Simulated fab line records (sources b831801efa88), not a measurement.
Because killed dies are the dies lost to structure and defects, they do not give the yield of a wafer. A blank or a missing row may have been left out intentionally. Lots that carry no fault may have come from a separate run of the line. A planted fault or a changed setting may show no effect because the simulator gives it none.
What tool caused it? / flow gf180mcu / 6 lots (18 wafers sampled), 1 step of a 602-step route

== WHAT THE GAUGES READ, wafer by wafer ==
GF_DUAL_GATE_THK_MEAS_03.
lot=L171; measured=day 8 11:09; on=filmMetro-03; DUAL_GATE_OXIDATION_00_THK (nm)=10.79 10.68 10.66
lot=L173; measured=day 8 22:40; on=filmMetro-03; DUAL_GATE_OXIDATION_00_THK (nm)=11.07 11.07 11.13
lot=L175; measured=day 9 19:43; on=filmMetro-04; DUAL_GATE_OXIDATION_00_THK (nm)=10.94 10.77 10.85
lot=L183; measured=day 11 19:26; on=filmMetro-03; DUAL_GATE_OXIDATION_00_THK (nm)=10.75 10.75 10.72
lot=L187; measured=day 12 20:28; on=filmMetro-03; DUAL_GATE_OXIDATION_00_THK (nm)=10.68 10.51 10.44
lot=L189; measured=day 13 12:57; on=filmMetro-03; DUAL_GATE_OXIDATION_00_THK (nm)=10.66 10.64 10.72

== EACH LOT AND THE TOOL THAT RAN IT (in order: tool; ch and the chambers of the sampled wafers; start) ==
Record: no process step prior to these readings.

== THE ANSWER, worked out from the rows above alone ==
Rule: usual is defined by the lots themselves. Put in order of their means at a reading, lots are off if they are a third of the lots or fewer, leave a main group of 4 or more, and stand apart from it by a gap of 3 or more times the standard deviation of the main group's means; of several such gaps the widest counts. Not used: any main group whose means are identical at the precision the tables above print for the reading. Also off: a lot with no number at a reading for which 4 or more lots have one. All remaining lots with rows at the step are treated as sound.
Across all readings shown, no lot is off: no conclusion can be drawn from this.

== WHAT THE SIMULATOR PUT IN ==
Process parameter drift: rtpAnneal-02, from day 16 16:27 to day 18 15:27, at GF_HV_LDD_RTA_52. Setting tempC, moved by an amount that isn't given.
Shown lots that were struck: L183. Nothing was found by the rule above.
